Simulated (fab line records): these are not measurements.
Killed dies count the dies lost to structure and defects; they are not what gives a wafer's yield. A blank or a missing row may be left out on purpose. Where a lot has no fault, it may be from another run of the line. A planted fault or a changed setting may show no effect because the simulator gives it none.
The tool behind it: which one? + flow sky130 + Sampling: 13 lots, 39 wafers, 4 of 708 route steps

## WHAT THE GAUGES READ, wafer by wafer
SKY_VT_ADJUST_LVTN_OVL_MEAS_07. Usual: VT_ADJUST_LVTN_OVL -1.0 nm, standard deviation 1.5.
| lot  | measured     | on         | VT_ADJUST_LVTN_OVL (nm) | flag |
|------|--------------|------------|-------------------------|------|
| L829 | day 7 10:47  | overlay-01 | 1.1 -0.5 -2.5           |      |
| L830 | day 7 21:26  | overlay-02 | -2.8 -3.9 -4.3          |      |
| L832 | day 8 02:43  | overlay-02 | 0.2 2.0 0.4             |      |
| L833 | day 8 04:44  | overlay-01 | -2.1 -1.8 -1.3          |      |
| L834 | day 8 12:16  | overlay-01 | 0.2 -0.1 -1.2           |      |
| L836 | day 8 20:19  | overlay-02 | -2.8 -1.1 -1.3          |      |
| L837 | day 9 10:11  | overlay-02 | -1.5 -2.5 -2.7          |      |
| L838 | day 9 10:40  | overlay-01 | -0.2 0.3 -2.7           |      |
| L841 | day 10 03:41 | overlay-02 | -1.1 0.5 0.6            |      |
| L842 | day 10 11:50 | overlay-01 | -0.9 -1.5 -2.8          |      |
| L848 | day 12 07:41 | overlay-02 | 0.2 -2.1 -2.3           |      |
| L851 | day 12 23:43 | overlay-01 | -3.6 -1.3 -0.6          |      |
| L852 | day 13 03:35 | overlay-01 | -0.7 -1.5 -0.8          |      |

SKY_VT_ADJUST_PCH_OVL_MEAS_07. Usual: VT_ADJUST_PCH_OVL -0.9 nm, standard deviation 1.7.
| lot  | measured     | on         | VT_ADJUST_PCH_OVL (nm) | flag |
|------|--------------|------------|------------------------|------|
| L829 | day 11 01:23 | overlay-01 | 0.6 2.5 1.4            |      |
| L830 | day 11 13:47 | overlay-01 | -2.5 -0.4 -2.2         |      |
| L832 | day 11 20:19 | overlay-01 | 0.5 -1.4 0.0           |      |
| L833 | day 11 21:39 | overlay-02 | -1.7 -1.7 -1.2         |      |
| L834 | day 12 06:25 | overlay-02 | -1.4 1.1 0.9           |      |
| L836 | day 12 15:26 | overlay-01 | 0.5 0.4 1.0            |      |
| L837 | day 13 05:59 | overlay-01 | 0.7 0.5 -0.3           |      |
| L838 | day 13 06:54 | overlay-02 | -0.8 -2.1 -1.2         |      |
| L841 | day 14 09:53 | overlay-01 | 2.5 1.0 0.5            |      |
| L842 | day 14 12:56 | overlay-02 | -2.7 -6.0 -4.8         |      |
| L848 | day 16 12:57 | overlay-02 | -0.4 -1.2 -0.5         |      |
| L851 | day 17 09:05 | overlay-02 | -2.6 -3.0 -0.7         |      |
| L852 | day 17 12:31 | overlay-02 | -0.4 0.9 -1.8          |      |

## TOOL THAT RAN EACH LOT (tool first, then ch and the chambers of the sampled wafers, then the start)
| lot  | SKY_VT_ADJUST_HVTR_STRIP_10         | SKY_VT_ADJUST_PCH_SOFTBAKE_03    |
|------|-------------------------------------|----------------------------------|
| L829 | plasmaAsher-01 ch 0,1, day 10 02:52 | lithoTrack-03 ch 0, day 10 14:16 |
| L830 | plasmaAsher-02 ch 0,1, day 10 14:52 | lithoTrack-03 ch 0, day 11 01:50 |
| L832 | plasmaAsher-03 ch 0,1, day 10 21:46 | lithoTrack-03 ch 0, day 11 08:52 |
| L833 | plasmaAsher-03 ch 0,1, day 10 22:35 | lithoTrack-01 ch 0, day 11 10:04 |
| L834 | plasmaAsher-02 ch 0,1, day 11 07:47 | lithoTrack-04 ch 0, day 11 18:38 |
| L836 | plasmaAsher-01 ch 0,1, day 11 16:09 | lithoTrack-01 ch 0, day 12 03:14 |
| L837 | plasmaAsher-03 ch 0,1, day 12 06:04 | lithoTrack-04 ch 0, day 12 17:36 |
| L838 | plasmaAsher-01 ch 0,1, day 12 06:46 | lithoTrack-01 ch 0, day 12 18:19 |
| L841 | plasmaAsher-03 ch 1, day 13 09:57   | lithoTrack-01 ch 0, day 13 20:44 |
| L842 | plasmaAsher-01 ch 0,1, day 13 12:02 | lithoTrack-01 ch 0, day 13 23:56 |
| L848 | plasmaAsher-02 ch 0,1, day 15 10:47 | lithoTrack-04 ch 0, day 15 23:42 |
| L851 | plasmaAsher-02 ch 0,1, day 16 05:07 | lithoTrack-03 ch 0, day 16 19:13 |
| L852 | plasmaAsher-02 ch 0,1, day 16 08:59 | lithoTrack-03 ch 0, day 16 22:32 |
- SKY_VT_ADJUST_HVTR_STRIP_10: strips in O2/N2.
- SKY_VT_ADJUST_PCH_SOFTBAKE_03

## AS READ BY THE TOOLS THEMSELVES (means over the sampled wafers that have a number; for cases with no such wafer, the mark the record gives instead)
SKY_VT_ADJUST_HVTR_STRIP_10. Usual: drypumpMotorCurrentA 5.7 A, standard deviation 0.31; oesProductAu 0.716 a.u., standard deviation 0.0042; stripTimeToEndpointS 14.18 s, standard deviation 0.034.
| lot  | tool           | drypumpMotorCurrentA (A) | oesProductAu (a.u.) | stripTimeToEndpointS (s) | flag |
|------|----------------|--------------------------|---------------------|--------------------------|------|
| L829 | plasmaAsher-01 | 6.0                      | 0.714               | 14.15                    |      |
| L830 | plasmaAsher-02 | 5.9                      | 0.717               | 14.18                    |      |
| L832 | plasmaAsher-03 | 5.3                      | 0.715               | 14.18                    |      |
| L833 | plasmaAsher-03 | 5.3                      | 0.719               | 14.18                    |      |
| L834 | plasmaAsher-02 | 5.9                      | 0.713               | 14.22                    |      |
| L836 | plasmaAsher-01 | 6.0                      | 0.716               | 14.21                    |      |
| L837 | plasmaAsher-03 | 5.4                      | 0.716               | 14.21                    |      |
| L838 | plasmaAsher-01 | 5.8                      | 0.717               | 14.13                    |      |
| L841 | plasmaAsher-03 | 5.4                      | 0.715               | 14.24                    |      |
| L842 | plasmaAsher-01 | 6.0                      | 0.720               | 14.19                    |      |
| L848 | plasmaAsher-02 | 5.8                      | 0.719               | 14.14                    |      |
| L851 | plasmaAsher-02 | 5.9                      | 0.715               | 14.14                    |      |
| L852 | plasmaAsher-02 | 6.0                      | 0.714               | 14.17                    |      |

SKY_VT_ADJUST_PCH_SOFTBAKE_03. Usual: heaterPowerTotalW 65.32 W, standard deviation 0.14; plateTempC 110.00 C, standard deviation 0.13.
| lot  | tool          | heaterPowerTotalW (W) | plateTempC (C) | flag |
|------|---------------|-----------------------|----------------|------|
| L829 | lithoTrack-03 | 65.44                 | 109.89         |      |
| L830 | lithoTrack-03 | 65.34                 | 110.17         |      |
| L832 | lithoTrack-03 | 65.16                 | 109.87         |      |
| L833 | lithoTrack-01 | 65.34                 | 110.11         |      |
| L834 | lithoTrack-04 | 65.25                 | 110.20         |      |
| L836 | lithoTrack-01 | 65.33                 | 109.91         |      |
| L837 | lithoTrack-04 | 65.22                 | 109.99         |      |
| L838 | lithoTrack-01 | 65.28                 | 109.84         |      |
| L841 | lithoTrack-01 | 66.40                 | 111.27         | OFF  |
| L842 | lithoTrack-01 | 66.36                 | 111.22         | OFF  |
| L848 | lithoTrack-04 | 65.21                 | 109.90         |      |
| L851 | lithoTrack-03 | 65.34                 | 109.89         |      |
| L852 | lithoTrack-03 | 65.32                 | 109.89         |      |

## THE ANSWER, worked out from the rows above alone
Rule: a lot counts as off when the mean over its wafers that have a number is more than 3 standard deviations away from the usual mean. A lot without any number at a reading at which 4 lots or more have one is off too. Any other lot the step has rows for is counted as sound. Order of review: gauges by route order, followed by the tools' own readings, for which a lot's mean as printed above is used. At the first step where some lot is off, the reading lying furthest off is the one used; lots without a number count as furthest.
Off: L841, L842, at SKY_VT_ADJUST_PCH_SOFTBAKE_03 (plateTempC).
A tool fits if, at that step or a process step before it, it ran every lot that is off, and no sound lot after the first of them. One fits: SKY_VT_ADJUST_PCH_SOFTBAKE_03 on lithoTrack-01. A fault onset in the window from L838 (day 12 18:19, its last sound lot) to L841 (day 13 20:44, its first lot off) fits.
The tool's own readings at SKY_VT_ADJUST_PCH_SOFTBAKE_03 bear it out: on the lots that are off they differ by more than 5 times the standard deviation of the sound lots' means. heaterPowerTotalW reads 66.38 W there against 65.29 W on the sound lots; plateTempC reads 111.25 C there against 109.97 C on the sound lots.

## WHAT THE SIMULATOR PUT IN
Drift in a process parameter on lithoTrack-01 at SKY_VT_ADJUST_PCH_SOFTBAKE_03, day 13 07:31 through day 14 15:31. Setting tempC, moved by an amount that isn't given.
Struck lots among those shown: L841, L842. The rule above reached the same finding.
